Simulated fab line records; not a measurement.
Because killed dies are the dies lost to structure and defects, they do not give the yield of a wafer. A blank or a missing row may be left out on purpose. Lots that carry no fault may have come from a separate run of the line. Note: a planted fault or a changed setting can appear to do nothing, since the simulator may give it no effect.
fab line records :: flow gf180mcu :: part 2 of 2: steps 33 to 42 of 42
[record]
  lots = 5
  wafers = 15
  last-day = 34
route steps=602 shown M4@460 V4@476
lots untouched by any fault: they come from a run of this same line in which no faults occurred
start-h: hours from the record's opening day to when the first of the lot's shown wafers began :: wait-h: hours from the lot's prior step to this one :: " identical to the entry in the row above :: L1.1+2: a row that stands for several wafers :: - either no value or no given start :: * or withheld: withheld :: < > ~ a bound
route shown NAME@n: a module of which the file shows steps, and the number in the route of the first :: usual: the fault-free wafers' mean and standard deviation :: same: alike in all rows :: chamber/n: place in a boat :: sites: readings site by site :: _std_site: standard deviation across them :: _edge_site: mean of outer sites minus mean of inner sites :: radius-mm: for every site, how far away it sits from the centre of the wafer :: mask NAME#n: copy n :: behind: tool/chamber where the wafer was last shaped :: hold: why the lot was held/for how many hours/how that ended :: device: names the non-switching transistor (n, p or np) :: end of line: at the end of the route, the tests of the same wafers :: a step without rows: its recipe alone :: killed: at the first sort, the dies lost to defects and structure; wafer yield is something else :: map: shows each die of a wafer: x if killed, . if not, _ if none is there
set.NAME: the setting the step ran with; set.NAME@STEP: the setting that earlier step ran with :: model.NAME: the simulator's own value behind a step, which no gauge read
certain route steps with their lots: each step a table, each wafer a row
services: when a tool's chamber went out of use (start-h, in hours from the record's first day, below 0 if earlier), for how many hours, and the reason
[[steps]]
[step GF_V4_ETCH_16]
[recipe]
  chemistry = N2/H2
  target-depth-a = withheld
  overetch-a = withheld
  time-s = withheld
  target = BARC
  ion-energy-ev = 200
  source-w = 500
  bias-w = 100
  pressure-mtorr = 30
  n2-flow-sccm = 100
  h2-flow-sccm = 200
[usual]
  drypump-motor-current-A = 5.9/0.49
  oes-product-au = 0.855/0.0053
  throttle-valve-pct = 13.224/0.0087
lot.wafer: L075.1
tool: rie-diel-03
chamber: 2
start-h: 571.03
wait-h: 0.0
drypump-motor-current-A: 5.8
oes-product-au: 0.860
throttle-valve-pct: 13.211

lot.wafer: L075.3
tool: rie-diel-03
chamber: 1
start-h: 571.03
wait-h: 0.0
drypump-motor-current-A: 5.1
oes-product-au: 0.854
throttle-valve-pct: 13.231

lot.wafer: L075.5
tool: rie-diel-03
chamber: 1
start-h: 571.03
wait-h: 0.0
drypump-motor-current-A: 5.1
oes-product-au: 0.856
throttle-valve-pct: 13.234

lot.wafer: L076.1
tool: rie-diel-01
chamber: 3
start-h: 579.71
wait-h: 0.0
drypump-motor-current-A: 6.4
oes-product-au: 0.856
throttle-valve-pct: 13.225

lot.wafer: L076.2
tool: rie-diel-01
chamber: 1
start-h: 579.71
wait-h: 0.0
drypump-motor-current-A: 6.2
oes-product-au: 0.855
throttle-valve-pct: 13.217

lot.wafer: L076.5
tool: rie-diel-01
chamber: 0
start-h: 579.71
wait-h: 0.0
drypump-motor-current-A: 6.2
oes-product-au: 0.852
throttle-valve-pct: 13.237

lot.wafer: L085.1
tool: rie-diel-03
chamber: 0
start-h: 663.36
wait-h: 0.0
drypump-motor-current-A: 6.2
oes-product-au: 0.852
throttle-valve-pct: 13.220

lot.wafer: L085.2
tool: rie-diel-03
chamber: 3
start-h: 663.36
wait-h: 0.0
drypump-motor-current-A: 6.4
oes-product-au: 0.848
throttle-valve-pct: 13.213

lot.wafer: L085.3
tool: rie-diel-03
chamber: 2
start-h: 663.36
wait-h: 0.0
drypump-motor-current-A: 5.8
oes-product-au: 0.850
throttle-valve-pct: 13.218

lot.wafer: L092.1
tool: rie-diel-03
chamber: 3
start-h: 699.05
wait-h: 0.0
drypump-motor-current-A: 6.4
oes-product-au: 0.855
throttle-valve-pct: 13.218

lot.wafer: L092.2
tool: rie-diel-03
chamber: 1
start-h: 699.05
wait-h: 0.0
drypump-motor-current-A: 5.1
oes-product-au: 0.863
throttle-valve-pct: 13.225

lot.wafer: L092.3
tool: rie-diel-03
chamber: 2
start-h: 699.05
wait-h: 0.0
drypump-motor-current-A: 5.8
oes-product-au: 0.859
throttle-valve-pct: 13.233

lot.wafer: L094.2
tool: rie-diel-03
chamber: 0
start-h: 713.10
wait-h: 0.0
drypump-motor-current-A: 6.2
oes-product-au: 0.860
throttle-valve-pct: 13.212

lot.wafer: L094.4
tool: rie-diel-03
chamber: 3
start-h: 713.10
wait-h: 0.0
drypump-motor-current-A: 6.4
oes-product-au: 0.851
throttle-valve-pct: 13.235

lot.wafer: L094.6
tool: rie-diel-03
chamber: 0
start-h: 713.10
wait-h: 0.0
drypump-motor-current-A: 6.2
oes-product-au: 0.854
throttle-valve-pct: 13.218
[step GF_V4_ETCH_17]
[recipe]
  chemistry = C4F8/O2/Ar
  mask-material = KrF
  target = SiO2
  stop-on = TiN
  source-w = 1500
  bias-w = 1200
  pressure-mtorr = 40
  c4f8-flow-sccm = withheld
  O2_flow_sccm = 6
  Ar_flow_sccm = 300
  time-s = withheld
  target-depth-a = 6300
[usual]
  oes-product-au = 0.856/0.0049
lot.wafer: L075.1
tool: rie-diel-03
chamber: 2
start-h: -
wait-h: -
oes-product-au: 0.853

lot.wafer: L075.3
tool: rie-diel-03
chamber: 1
start-h: -
wait-h: -
oes-product-au: 0.854

lot.wafer: L075.5
tool: rie-diel-03
chamber: 1
start-h: -
wait-h: -
oes-product-au: 0.862

lot.wafer: L076.1
tool: rie-diel-01
chamber: 3
start-h: -
wait-h: -
oes-product-au: 0.858

lot.wafer: L076.2
tool: rie-diel-01
chamber: 1
start-h: -
wait-h: -
oes-product-au: 0.857

lot.wafer: L076.5
tool: rie-diel-01
chamber: 0
start-h: -
wait-h: -
oes-product-au: 0.853

lot.wafer: L085.1
tool: rie-diel-03
chamber: 0
start-h: -
wait-h: -
oes-product-au: 0.862

lot.wafer: L085.2
tool: rie-diel-03
chamber: 3
start-h: -
wait-h: -
oes-product-au: 0.858

lot.wafer: L085.3
tool: rie-diel-03
chamber: 2
start-h: -
wait-h: -
oes-product-au: 0.856

lot.wafer: L092.1
tool: rie-diel-03
chamber: 3
start-h: -
wait-h: -
oes-product-au: 0.849

lot.wafer: L092.2
tool: rie-diel-03
chamber: 1
start-h: -
wait-h: -
oes-product-au: 0.851

lot.wafer: L092.3
tool: rie-diel-03
chamber: 2
start-h: -
wait-h: -
oes-product-au: 0.851

lot.wafer: L094.2
tool: rie-diel-03
chamber: 0
start-h: -
wait-h: -
oes-product-au: 0.852

lot.wafer: L094.4
tool: rie-diel-03
chamber: 3
start-h: -
wait-h: -
oes-product-au: 0.844

lot.wafer: L094.6
tool: rie-diel-03
chamber: 0
start-h: -
wait-h: -
oes-product-au: 0.851
[step GF_V4_STRIP_18]
[recipe]
  chemistry = O2/N2
  power-w = 1400
  pressure-mtorr = 1500
  platen-temp-c = 250
  o2-flow-sccm = 3000
  n2-flow-sccm = 300
  overash-fraction = 0.5
[usual]
  drypump-motor-current-A = 5.41/0.24
  heater-power-w = 306/32
  oes-product-au = 0.593/0.0048
lot.wafer: L075.1
tool: plasma-asher-01
chamber: 0
start-h: 571.16
wait-h: -
drypump-motor-current-A: 5.47
heater-power-w: 275
oes-product-au: 0.598
rf-hours-counter-h: 99

lot.wafer: L075.3
tool: plasma-asher-01
chamber: 0
start-h: 571.16
wait-h: -
drypump-motor-current-A: 5.48
heater-power-w: 273
oes-product-au: 0.586
rf-hours-counter-h: -

lot.wafer: L075.5
tool: plasma-asher-01
chamber: 1
start-h: 571.16
wait-h: -
drypump-motor-current-A: 5.27
heater-power-w: 319
oes-product-au: 0.596
rf-hours-counter-h: -

lot.wafer: L076.1
tool: plasma-asher-03
chamber: 0
start-h: 579.84
wait-h: -
drypump-motor-current-A: 5.03
heater-power-w: 315
oes-product-au: 0.605
rf-hours-counter-h: 81

lot.wafer: L076.2
tool: plasma-asher-03
chamber: 1
start-h: 579.84
wait-h: -
drypump-motor-current-A: 5.55
heater-power-w: 362
oes-product-au: 0.583
rf-hours-counter-h: 81

lot.wafer: L076.5
tool: plasma-asher-03
chamber: 0
start-h: 579.84
wait-h: -
drypump-motor-current-A: 5.03
heater-power-w: 309
oes-product-au: 0.594
rf-hours-counter-h: -

lot.wafer: L085.1
tool: plasma-asher-01
chamber: 0
start-h: 663.49
wait-h: -
drypump-motor-current-A: 5.46
heater-power-w: 284
oes-product-au: 0.589
rf-hours-counter-h: 109

lot.wafer: L085.2
tool: plasma-asher-01
chamber: 1
start-h: 663.49
wait-h: -
drypump-motor-current-A: 5.26
heater-power-w: 315
oes-product-au: 0.595
rf-hours-counter-h: 109

lot.wafer: L085.3
tool: plasma-asher-01
chamber: 0
start-h: 663.49
wait-h: -
drypump-motor-current-A: 5.47
heater-power-w: 281
oes-product-au: 0.595
rf-hours-counter-h: -

lot.wafer: L092.1
tool: plasma-asher-04
chamber: 0
start-h: 699.18
wait-h: -
drypump-motor-current-A: 5.30
heater-power-w: 314
oes-product-au: 0.596
rf-hours-counter-h: 27

lot.wafer: L092.2
tool: plasma-asher-04
chamber: 1
start-h: 699.18
wait-h: -
drypump-motor-current-A: 5.78
heater-power-w: 260
oes-product-au: 0.587
rf-hours-counter-h: 27

lot.wafer: L092.3
tool: plasma-asher-04
chamber: 0
start-h: 699.18
wait-h: -
drypump-motor-current-A: 5.30
heater-power-w: 310
oes-product-au: 0.594
rf-hours-counter-h: -

lot.wafer: L094.2
tool: plasma-asher-03
chamber: 1
start-h: 713.23
wait-h: -
drypump-motor-current-A: 5.55
heater-power-w: 365
oes-product-au: 0.593
rf-hours-counter-h: 95

lot.wafer: L094.4
tool: plasma-asher-03
chamber: 0
start-h: 713.23
wait-h: -
drypump-motor-current-A: 5.02
heater-power-w: 316
oes-product-au: 0.596
rf-hours-counter-h: -

lot.wafer: L094.6
tool: plasma-asher-03
chamber: 1
start-h: 713.23
wait-h: -
drypump-motor-current-A: 5.56
heater-power-w: 359
oes-product-au: 0.596
rf-hours-counter-h: -
[step GF_V4_STRIP_19]
[recipe]
  chemistry = post-etch-residue-remover
  time-s = 1200
  temp-c = 72.5
[usual]
  bath-heat-duty-pct = 14.0/1
lot.wafer: L075.1
tool: wet-bench-03
chamber: 0
start-h: 571.26
wait-h: 0.1
bath-heat-duty-pct: 12.2

lot.wafer: L075.3
tool: wet-bench-03
chamber: 0
start-h: 571.26
wait-h: 0.1
bath-heat-duty-pct: 13.0

lot.wafer: L075.5
tool: wet-bench-03
chamber: 0
start-h: 571.26
wait-h: 0.1
bath-heat-duty-pct: 12.6

lot.wafer: L076.1
tool: wet-bench-04
chamber: 1
start-h: 579.94
wait-h: 0.1
bath-heat-duty-pct: 14.1

lot.wafer: L076.2
tool: wet-bench-04
chamber: 1
start-h: 579.94
wait-h: 0.1
bath-heat-duty-pct: 13.6

lot.wafer: L076.5
tool: wet-bench-04
chamber: 1
start-h: 579.94
wait-h: 0.1
bath-heat-duty-pct: 13.2

lot.wafer: L085.1
tool: wet-bench-01
chamber: 0
start-h: 663.59
wait-h: 0.1
bath-heat-duty-pct: 14.5

lot.wafer: L085.2
tool: wet-bench-01
chamber: 0
start-h: 663.59
wait-h: 0.1
bath-heat-duty-pct: 14.8

lot.wafer: L085.3
tool: wet-bench-01
chamber: 0
start-h: 663.59
wait-h: 0.1
bath-heat-duty-pct: 14.7

lot.wafer: L092.1
tool: wet-bench-04
chamber: 3
start-h: 699.28
wait-h: 0.1
bath-heat-duty-pct: 13.5

lot.wafer: L092.2
tool: wet-bench-04
chamber: 3
start-h: 699.28
wait-h: 0.1
bath-heat-duty-pct: 12.5

lot.wafer: L092.3
tool: wet-bench-04
chamber: 3
start-h: 699.28
wait-h: 0.1
bath-heat-duty-pct: 14.2

lot.wafer: L094.2
tool: wet-bench-03
chamber: 2
start-h: 713.33
wait-h: 0.1
bath-heat-duty-pct: 14.2

lot.wafer: L094.4
tool: wet-bench-03
chamber: 2
start-h: 713.33
wait-h: 0.1
bath-heat-duty-pct: 13.0

lot.wafer: L094.6
tool: wet-bench-03
chamber: 2
start-h: 713.33
wait-h: 0.1
bath-heat-duty-pct: 13.3
[step GF_V4_CLEAN_20]
[recipe]
  chemistry = DIW
  dry = n2-spin
lot.wafer: L075.1+3+5
tool: wet-bench-01
chamber: 1
start-h: 571.63
wait-h: 0.0

lot.wafer: L076.1+2+5
tool: wet-bench-03
chamber: 1
start-h: 580.31
wait-h: 0.0

lot.wafer: L085.1+2+3
tool: wet-bench-04
chamber: 0
start-h: 663.93
wait-h: 0.0

lot.wafer: L092.1+2+3
tool: wet-bench-03
chamber: 3
start-h: 699.62
wait-h: 0.0

lot.wafer: L094.2+4+6
tool: wet-bench-04
chamber: 0
start-h: 713.67
wait-h: 0.0
[step GF_V4_SPUTTER_21]
[recipe]
  material = Ti
  target-thk-nm = 15
  chamber-pressure-pa = 5
  power-w = 2500
  substrate-temp-c = 200
  time-s = 80.02
[usual]
  throttle-valve-pct = 29.8/0.69
lot.wafer: L075.1
tool: pvd-sputter-03
chamber: -
start-h: 571.72
wait-h: 0.0
throttle-valve-pct: 28.7

lot.wafer: L075.3
tool: pvd-sputter-03
chamber: -
start-h: 571.72
wait-h: 0.0
throttle-valve-pct: 30.0

lot.wafer: L075.5
tool: pvd-sputter-03
chamber: -
start-h: 571.72
wait-h: 0.0
throttle-valve-pct: 30.1

lot.wafer: L076.1
tool: pvd-sputter-01
chamber: -
start-h: 580.42
wait-h: 0.0
throttle-valve-pct: 28.9

lot.wafer: L076.2
tool: pvd-sputter-01
chamber: -
start-h: 580.42
wait-h: 0.0
throttle-valve-pct: 30.5

lot.wafer: L076.5
tool: pvd-sputter-01
chamber: -
start-h: 580.42
wait-h: 0.0
throttle-valve-pct: 28.9

lot.wafer: L085.1
tool: pvd-sputter-02
chamber: -
start-h: 664.02
wait-h: 0.0
throttle-valve-pct: 29.7

lot.wafer: L085.2
tool: pvd-sputter-02
chamber: -
start-h: 664.02
wait-h: 0.0
throttle-valve-pct: 29.9

lot.wafer: L085.3
tool: pvd-sputter-02
chamber: -
start-h: 664.02
wait-h: 0.0
throttle-valve-pct: 29.5

lot.wafer: L092.1
tool: pvd-sputter-03
chamber: -
start-h: 699.71
wait-h: 0.0
throttle-valve-pct: 30.3

lot.wafer: L092.2
tool: pvd-sputter-03
chamber: -
start-h: 699.71
wait-h: 0.0
throttle-valve-pct: 28.6

lot.wafer: L092.3
tool: pvd-sputter-03
chamber: -
start-h: 699.71
wait-h: 0.0
throttle-valve-pct: 30.4

lot.wafer: L094.2
tool: pvd-sputter-02
chamber: -
start-h: 713.76
wait-h: 0.0
throttle-valve-pct: 29.7

lot.wafer: L094.4
tool: pvd-sputter-02
chamber: -
start-h: 713.76
wait-h: 0.0
throttle-valve-pct: 30.2

lot.wafer: L094.6
tool: pvd-sputter-02
chamber: -
start-h: 713.76
wait-h: 0.0
throttle-valve-pct: 29.8
[step GF_V4_SPUTTER_22]
[recipe]
  material = TiN
  target-thk-nm = 10
  chamber-pressure-pa = 5
  power-w = 4000
  time-s = 40
[usual]
  throttle-valve-pct = 29.8/0.68
lot.wafer: L075.1
tool: pvd-sputter-03
chamber: -
start-h: 571.79
wait-h: 0.0
throttle-valve-pct: 28.5

lot.wafer: L075.3
tool: pvd-sputter-03
chamber: -
start-h: 571.79
wait-h: 0.0
throttle-valve-pct: 30.3

lot.wafer: L075.5
tool: pvd-sputter-03
chamber: -
start-h: 571.79
wait-h: 0.0
throttle-valve-pct: 30.3

lot.wafer: L076.1
tool: pvd-sputter-01
chamber: -
start-h: 580.48
wait-h: 0.0
throttle-valve-pct: 29.0

lot.wafer: L076.2
tool: pvd-sputter-01
chamber: -
start-h: 580.48
wait-h: 0.0
throttle-valve-pct: 30.6

lot.wafer: L076.5
tool: pvd-sputter-01
chamber: -
start-h: 580.48
wait-h: 0.0
throttle-valve-pct: 28.9

lot.wafer: L085.1
tool: pvd-sputter-02
chamber: -
start-h: 664.08
wait-h: 0.0
throttle-valve-pct: 29.7

lot.wafer: L085.2
tool: pvd-sputter-02
chamber: -
start-h: 664.08
wait-h: 0.0
throttle-valve-pct: 29.8

lot.wafer: L085.3
tool: pvd-sputter-02
chamber: -
start-h: 664.08
wait-h: 0.0
throttle-valve-pct: 29.1

lot.wafer: L092.1
tool: pvd-sputter-03
chamber: -
start-h: 699.77
wait-h: 0.0
throttle-valve-pct: 30.2

lot.wafer: L092.2
tool: pvd-sputter-03
chamber: -
start-h: 699.77
wait-h: 0.0
throttle-valve-pct: 28.6

lot.wafer: L092.3
tool: pvd-sputter-03
chamber: -
start-h: 699.77
wait-h: 0.0
throttle-valve-pct: 30.2

lot.wafer: L094.2
tool: pvd-sputter-02
chamber: -
start-h: 713.82
wait-h: 0.0
throttle-valve-pct: 29.5

lot.wafer: L094.4
tool: pvd-sputter-02
chamber: -
start-h: 713.82
wait-h: 0.0
throttle-valve-pct: 30.0

lot.wafer: L094.6
tool: pvd-sputter-02
chamber: -
start-h: 713.82
wait-h: 0.0
throttle-valve-pct: 29.4
[step GF_V4_CVD_23]
[recipe]
  material = W
  target-thk-nm = 350
  time-s = 104.9
  temp-c = 400
  pressure-torr = 40
[usual]
  heater-power-w = 844/66
lot.wafer: L075.1
tool: cvd-w-02
chamber: 1
start-h: 571.82
wait-h: 0.0
heater-power-w: 809

lot.wafer: L075.3
tool: cvd-w-02
chamber: 0
start-h: 571.82
wait-h: 0.0
heater-power-w: 881

lot.wafer: L075.5
tool: cvd-w-02
chamber: 1
start-h: 571.82
wait-h: 0.0
heater-power-w: 825

lot.wafer: L076.1
tool: cvd-w-01
chamber: 1
start-h: 580.52
wait-h: 0.0
heater-power-w: 737

lot.wafer: L076.2
tool: cvd-w-01
chamber: 0
start-h: 580.52
wait-h: 0.0
heater-power-w: 925

lot.wafer: L076.5
tool: cvd-w-01
chamber: 1
start-h: 580.52
wait-h: 0.0
heater-power-w: 747

lot.wafer: L085.1
tool: cvd-w-01
chamber: 1
start-h: 664.12
wait-h: 0.0
heater-power-w: 734

lot.wafer: L085.2
tool: cvd-w-01
chamber: 0
start-h: 664.12
wait-h: 0.0
heater-power-w: 956

lot.wafer: L085.3
tool: cvd-w-01
chamber: 1
start-h: 664.12
wait-h: 0.0
heater-power-w: 764

lot.wafer: L092.1
tool: cvd-w-01
chamber: 1
start-h: 699.81
wait-h: 0.0
heater-power-w: 748

lot.wafer: L092.2
tool: cvd-w-01
chamber: 0
start-h: 699.81
wait-h: 0.0
heater-power-w: 906

lot.wafer: L092.3
tool: cvd-w-01
chamber: 0
start-h: 699.81
wait-h: 0.0
heater-power-w: 907

lot.wafer: L094.2
tool: cvd-w-01
chamber: 0
start-h: 713.86
wait-h: 0.0
heater-power-w: 920

lot.wafer: L094.4
tool: cvd-w-01
chamber: 1
start-h: 713.86
wait-h: 0.0
heater-power-w: 765

lot.wafer: L094.6
tool: cvd-w-01
chamber: 1
start-h: 713.86
wait-h: 0.0
heater-power-w: 765
[step GF_V4_RS_MEAS_24]
[recipe]
  thk-meas-gauge = four-point-probe
  reads = W_of_V4_CVD_23+TiN_of_V4_SPUTTER_22+Ti_of_V4_SPUTTER_21
[usual]
  V4_W_RS = 0.328/0.0034
lot.wafer: L075.1
tool: film-metro-02
chamber: -
start-h: 571.94
wait-h: 0.1
V4_W_RS[ohm/sq]: 0.328

lot.wafer: L075.3
tool: film-metro-02
chamber: -
start-h: 571.94
wait-h: 0.1
V4_W_RS[ohm/sq]: 0.332

lot.wafer: L075.5
tool: film-metro-02
chamber: -
start-h: 571.94
wait-h: 0.1
V4_W_RS[ohm/sq]: 0.332

lot.wafer: L076.1
tool: film-metro-04
chamber: -
start-h: 580.63
wait-h: 0.1
V4_W_RS[ohm/sq]: 0.326

lot.wafer: L076.2
tool: film-metro-04
chamber: -
start-h: 580.63
wait-h: 0.1
V4_W_RS[ohm/sq]: 0.329

lot.wafer: L076.5
tool: film-metro-04
chamber: -
start-h: 580.63
wait-h: 0.1
V4_W_RS[ohm/sq]: 0.333

lot.wafer: L085.1
tool: film-metro-02
chamber: -
start-h: 664.23
wait-h: 0.1
V4_W_RS[ohm/sq]: 0.329

lot.wafer: L085.2
tool: film-metro-02
chamber: -
start-h: 664.23
wait-h: 0.1
V4_W_RS[ohm/sq]: 0.330

lot.wafer: L085.3
tool: film-metro-02
chamber: -
start-h: 664.23
wait-h: 0.1
V4_W_RS[ohm/sq]: 0.327

lot.wafer: L092.1
tool: film-metro-03
chamber: -
start-h: 699.92
wait-h: 0.1
V4_W_RS[ohm/sq]: 0.325

lot.wafer: L092.2
tool: film-metro-03
chamber: -
start-h: 699.92
wait-h: 0.1
V4_W_RS[ohm/sq]: 0.332

lot.wafer: L092.3
tool: film-metro-03
chamber: -
start-h: 699.92
wait-h: 0.1
V4_W_RS[ohm/sq]: 0.327

lot.wafer: L094.2
tool: film-metro-02
chamber: -
start-h: 713.99
wait-h: 0.1
V4_W_RS[ohm/sq]: 0.335

lot.wafer: L094.4
tool: film-metro-02
chamber: -
start-h: 713.99
wait-h: 0.1
V4_W_RS[ohm/sq]: 0.333

lot.wafer: L094.6
tool: film-metro-02
chamber: -
start-h: 713.99
wait-h: 0.1
V4_W_RS[ohm/sq]: 0.330
[step GF_V4_THK_MEAS_25]
[recipe]
  thk-meas-gauge = xrf
  reads = W_of_V4_CVD_23
[usual]
  V4_W_THK = 343/5
lot.wafer: L075.1
tool: film-metro-02
chamber: -
start-h: 572.06
wait-h: 0.1
V4_W_THK[nm]: 339

lot.wafer: L075.3
tool: film-metro-02
chamber: -
start-h: 572.06
wait-h: 0.1
V4_W_THK[nm]: 334

lot.wafer: L075.5
tool: film-metro-02
chamber: -
start-h: 572.06
wait-h: 0.1
V4_W_THK[nm]: 333

lot.wafer: L076.1
tool: film-metro-04
chamber: -
start-h: 580.75
wait-h: 0.1
V4_W_THK[nm]: 348

lot.wafer: L076.2
tool: film-metro-04
chamber: -
start-h: 580.75
wait-h: 0.1
V4_W_THK[nm]: 345

lot.wafer: L076.5
tool: film-metro-04
chamber: -
start-h: 580.75
wait-h: 0.1
V4_W_THK[nm]: 341

lot.wafer: L085.1
tool: film-metro-02
chamber: -
start-h: 664.35
wait-h: 0.1
V4_W_THK[nm]: 337

lot.wafer: L085.2
tool: film-metro-02
chamber: -
start-h: 664.35
wait-h: 0.1
V4_W_THK[nm]: 336

lot.wafer: L085.3
tool: film-metro-02
chamber: -
start-h: 664.35
wait-h: 0.1
V4_W_THK[nm]: 340

lot.wafer: L092.1
tool: film-metro-03
chamber: -
start-h: 700.04
wait-h: 0.1
V4_W_THK[nm]: 345

lot.wafer: L092.2
tool: film-metro-03
chamber: -
start-h: 700.04
wait-h: 0.1
V4_W_THK[nm]: 337

lot.wafer: L092.3
tool: film-metro-03
chamber: -
start-h: 700.04
wait-h: 0.1
V4_W_THK[nm]: 340

lot.wafer: L094.2
tool: film-metro-02
chamber: -
start-h: 714.10
wait-h: 0.1
V4_W_THK[nm]: 335

lot.wafer: L094.4
tool: film-metro-02
chamber: -
start-h: 714.10
wait-h: 0.1
V4_W_THK[nm]: 336

lot.wafer: L094.6
tool: film-metro-02
chamber: -
start-h: 714.10
wait-h: 0.1
V4_W_THK[nm]: 337
[[services]]
tool: pecvd-02
chamber: -
start-h: 505.41
hours: 2.8
kind: pm

tool: krf-scanner-01
chamber: -
start-h: 505.42
hours: 1.3
kind: pm

tool: krf-scanner-02
chamber: -
start-h: 513.30
hours: 3.3
kind: repair

tool: krf-scanner-02
chamber: -
start-h: 551.68
hours: 0.8
kind: pm

tool: wet-bench-03
chamber: -
start-h: 552.97
hours: 4.4
kind: pm

tool: pvd-sputter-02
chamber: -
start-h: 557.11
hours: 1.6
kind: repair

tool: rie-diel-03
chamber: 1
start-h: 558.63
hours: 4.6
kind: repair

tool: wet-bench-01
chamber: -
start-h: 560.38
hours: 1.9
kind: pm

tool: hdpcvd-02
chamber: 2
start-h: 568.57
hours: 8.6
kind: repair

tool: krf-scanner-01
chamber: -
start-h: 569.17
hours: 1.0
kind: pm

tool: krf-scanner-02
chamber: -
start-h: 592.66
hours: 0.6
kind: repair

tool: krf-scanner-02
chamber: -
start-h: 599.61
hours: 1.0
kind: pm

tool: krf-scanner-01
chamber: -
start-h: 600.64
hours: 3.6
kind: pm

tool: pvd-sputter-03
chamber: -
start-h: 617.83
hours: 21.7
kind: repair

tool: wet-bench-04
chamber: -
start-h: 618.19
hours: 1.9
kind: repair

tool: krf-scanner-02
chamber: -
start-h: 626.56
hours: 1.3
kind: pm

tool: rie-metal-02
chamber: 1
start-h: 628.56
hours: 7.6
kind: repair

tool: krf-scanner-01
chamber: -
start-h: 646.43
hours: 0.8
kind: pm

tool: pvd-sputter-02
chamber: -
start-h: 647.12
hours: 3.4
kind: repair

tool: krf-scanner-02
chamber: -
start-h: 661.74
hours: 4.0
kind: pm

tool: krf-scanner-01
chamber: -
start-h: 681.32
hours: 1.3
kind: pm

tool: krf-scanner-01
chamber: -
start-h: 682.94
hours: 1.3
kind: repair

tool: krf-scanner-01
chamber: -
start-h: 700.49
hours: 4.0
kind: pm

tool: krf-scanner-02
chamber: -
start-h: 709.93
hours: 18.9
kind: repair
